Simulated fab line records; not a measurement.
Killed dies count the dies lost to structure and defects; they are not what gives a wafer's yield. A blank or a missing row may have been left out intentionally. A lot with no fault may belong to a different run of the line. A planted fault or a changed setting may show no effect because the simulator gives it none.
Matching of chambers	flow sky130	4 sister chambers for SKY_METAL4_ETCH_17 on rieDiel-02
The step etches SiO2 in C4F8/O2/Ar, stops on TiN, time 3.9 s, target depth 15 nm. 8 wafers are shown with their chamber, then 8 later ones without.

## EACH WAFER AND ITS CHAMBER
wafer	chamber	rfFwdPowerW (W)	oesProductAu (a.u.)
L081.3	2	1472	0.763
L081.4	3	1470	0.753
L082.1	2	1468	0.755
L082.2	3	1463	0.751
L083.1	0	1468	0.751
L083.4	1	1480	0.760
L083.6	1	1478	0.758
L085.2	0	1465	0.755

## WAFERS WITH NO CHAMBER GIVEN
wafer	rfFwdPowerW (W)	oesProductAu (a.u.)
L085.4	1464	0.755
L085.5	1466	0.759
L091.1	1484	0.755
L091.2	1460	0.760
L091.4	1473	0.761
L096.1	1483	0.752
L096.3	1465	0.762
L096.4	1453	0.768

## EACH ONE'S CHAMBER
wafer	from the rows above	in truth
L085.4	can't be placed: 0 or 3 or 2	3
L085.5	can't be placed: 2 or 0 or 3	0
L091.1	1	1
L091.2	can't be placed: 0 or 3 or 2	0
L091.4	can't be placed: 2 or 1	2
L096.1	1	1
L096.3	can't be placed: 2 or 0 or 3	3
L096.4	can't be placed: 2 or 0 or 3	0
2 of 8 placed correctly. From these rows, 6 cannot be placed; in 6 the true chamber is one of the candidates. Wrongly placed: 0.
How it was worked out, from the rows above alone: a wafer's distance from a chamber is the root of the sum, over the readings, of the square of ((its reading less the chamber's mean) divided by the reading's scatter). The wafer belongs to the nearest chamber; if the next one is less than 2 further off, it can't be placed. The mean given for a chamber averages the wafers shown for that chamber. The scatter: the root of (the sum of the squares of (reading less its chamber's mean) over the shown wafers, divided by (wafers less chambers)).
